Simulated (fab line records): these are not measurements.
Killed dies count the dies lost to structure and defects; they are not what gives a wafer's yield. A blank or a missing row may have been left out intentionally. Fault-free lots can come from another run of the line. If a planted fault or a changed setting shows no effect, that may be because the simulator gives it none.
A struck lot beside a sound one :: flow sky130 :: 44 out of 708 route steps
Sound: the wafers L773.2, L773.3, L773.5. Wafers L778.1, L778.2, L778.4 were the ones struck. The cause is given at the end.
At each step with rows: each side's tool, then ch and its chambers, then its first start. Under that, the readings that differ: sound wafers :: struck wafers :: difference of the means :: sigmas: that difference in standard deviations of wafers without a fault.
alike: same words and numbers on both sides, and readings whose means sit less than 2 such deviations apart. not compared: any withheld reading, any reading some wafer has no value for, any bound like >300 that may hide the same value, and any number with overlapping values for which the record gives no deviation.
A row with sigmas, a row that says differs or no value, or rows on one side alone: a step with any of these is where the two part. Numbers that have no deviation but don't overlap get no sigmas and don't part them. A reading missing from all wafers of one side parts the sides only when that side holds two or more wafers.

first, 2 steps without rows for these wafers: SKY_DNWELL_DEVELOP_06 (develop time 60 s); SKY_DNWELL_IMPLANT_07.
SKY_DNWELL_STRIP_08: strips in O2/N2.
  sound on plasma asher-04 ch 0,1, day 3 19:20; struck on plasma asher-02 ch 0,1, day 4 21:17
  alike: drypump motor current A, n2 flow sccm, o2 flow sccm, oes product au, strip time to endpoint s
  not compared: rf hours counter h
SKY_DNWELL_TW_MEAS_09:
  struck on film metro-04, day 4 21:23; sound on film metro-03, day 3 19:26
  alike: DNWELL_TW
then, 7 steps without rows for these wafers: SKY_PWDE_DEHYDRATE_00 (time 60 s); SKY_PWDE_HMDS_01 (prime time 60 s); SKY_PWDE_COAT_02 (resist thk 3000 nm); SKY_PWDE_SOFTBAKE_03; SKY_PWDE_EXPOSE_04 (exposes mask PWDEM, target cd 840 nm); SKY_PWDE_PEB_05; SKY_PWDE_DEVELOP_06 (develop time 60 s).
SKY_PWDE_OVL_MEAS_07:
  struck on overlay-01, day 5 14:38; sound on overlay-01, day 4 11:05
  alike: PWDE_OVL
SKY_PWDE_IMPLANT_08:
  sound on implanter-03 ch 0, day 4 11:08; struck on implanter-03 ch 0, day 5 14:40
SKY_PWDE_STRIP_09: strips in O2/N2.
  sound on plasma asher-02 ch 0,1, day 4 11:16; struck on plasma asher-03 ch 0,1, day 5 14:49
  alike: drypump motor current A, n2 flow sccm, o2 flow sccm, oes product au, strip time to endpoint s
  not compared: rf hours counter h
SKY_PWDE_TW_MEAS_10:
  struck on film metro-03, day 5 14:55; sound on film metro-01, day 4 11:22
reading: PWDE_TW
sound: 373.7 371.3 372.5
struck: 364.9 363.6 364.1
difference: -8.3
sigmas: -4
then, 7 steps without rows for these wafers: SKY_NWELL_DEHYDRATE_03 (time 60 s); SKY_NWELL_HMDS_04 (prime time 60 s); SKY_NWELL_COAT_05 (resist thk 3000 nm); SKY_NWELL_SOFTBAKE_06; SKY_NWELL_EXPOSE_07 (exposes mask NWM, target cd 840 nm); SKY_NWELL_PEB_08; SKY_NWELL_DEVELOP_09 (develop time 60 s).
SKY_NWELL_OVL_MEAS_10:
  struck on overlay-01, day 6 08:57; sound on overlay-02, day 5 04:29
  alike: NWELL_00_OVL
then, 3 steps without rows for these wafers: SKY_NWELL_IMPLANT_11; SKY_NWELL_IMPLANT_12; SKY_NWELL_IMPLANT_13.
SKY_NWELL_STRIP_14: strips in O2/N2.
  sound on plasma asher-03 ch 0,1, day 5 04:58; struck on plasma asher-03 ch 0,1, day 6 09:26
  alike: drypump motor current A, n2 flow sccm, o2 flow sccm, oes product au, strip time to endpoint s
  not compared: rf hours counter h
SKY_NWELL_TW_MEAS_15:
  struck on film metro-04, day 6 09:32; sound on film metro-01, day 5 05:05
  alike: NWELL_TW
then, 7 steps without rows for these wafers: SKY_NWELL_DEHYDRATE_16 (time 60 s); SKY_NWELL_HMDS_17 (prime time 60 s); SKY_NWELL_COAT_18 (resist thk 3000 nm); SKY_NWELL_SOFTBAKE_19; SKY_NWELL_EXPOSE_20 (exposes mask NWM COMPLEMENT, target cd 840 nm); SKY_NWELL_PEB_21; SKY_NWELL_DEVELOP_22 (develop time 60 s).
SKY_NWELL_OVL_MEAS_23:
  struck on overlay-01, day 7 04:40; sound on overlay-01, day 5 23:08
  alike: NWELL_01_OVL
following that, these wafers have no rows for 1 step: SKY_NWELL_IMPLANT_24.
SKY_NWELL_STRIP_25: strips in O2/N2.
  sound on plasma asher-02 ch 0,1, day 5 23:19; struck on plasma asher-03 ch 0,1, day 7 04:50
  alike: drypump motor current A, n2 flow sccm, o2 flow sccm, oes product au, strip time to endpoint s
  not compared: rf hours counter h
SKY_NWELL_TW_MEAS_26:
  struck on film metro-01, day 7 04:56; sound on film metro-04, day 5 23:26
  alike: NWELL_2_TW
then, 1 step without rows for these wafers: SKY_NWELL_CLEAN_27 (cleans in SC1/SC2, time 150 s).
SKY_NWELL_RTA_28: time 30 s.
  sound on rtp anneal-01 ch 0, day 5 23:33; struck on rtp anneal-01 ch 0, day 7 05:03
  alike: lamp power pct, wafer_temp_C_max
SKY_NWELL_RS_MEAS_29: uses a four-point probe to measure.
  struck on film metro-01, day 7 05:09; sound on film metro-03, day 5 23:39
  alike: NWELL_RS
SKY_NWELL_RS_MEAS_31: uses a four-point probe to measure.
  struck on film metro-01, day 7 05:23; sound on film metro-03, day 5 23:53
reading: PWDE_RS (ohm/sq)
sound: 5277 5286 5267
struck: 5591 5590 5576
difference: +309
sigmas: +17
-- the record jumps here: 41 days lie between the struck wafers' starts before and after (it left off in module NWELL and takes up again in module PAD_OPEN, whose first step shown is number 708 of the route) --
SKY_PAD_OPEN_PROBE_99:
  struck on prober-01, day 47 22:58; sound on prober-01, day 46 21:50
reading: model.etest.res_p_drift_20v.line ohm um
sound: 1.079e+04 1.066e+04 1.063e+04
struck: 1.352e+04 1.463e+04 1.339e+04
difference: +3.153e+03
sigmas: 

reading: model.etest.res_p_drift_20v.rs ohm sq
sound: 8894 8927 8851
struck: 1.123e+04 1.215e+04 1.11e+04
difference: +2.603e+03
sigmas: 

reading: model.etest.res pwde under gate.rs ohm sq
sound: 6150 6189 6150
struck: 7019 6983 7015
difference: +843
sigmas: 
  alike: killed_at_M0_to_M3, killed_at_M4_up, killed at contacts, killed at front end, killed at other, killed dies, killed open, killed short

WHERE THEY PART
Earliest at SKY_PWDE_TW_MEAS_10; latest, in this record, at SKY_NWELL_RS_MEAS_31. Later steps at which nothing parts them and some readings are alike: SKY_PAD_OPEN_PROBE_99.

WHY: what had been put in by the simulator
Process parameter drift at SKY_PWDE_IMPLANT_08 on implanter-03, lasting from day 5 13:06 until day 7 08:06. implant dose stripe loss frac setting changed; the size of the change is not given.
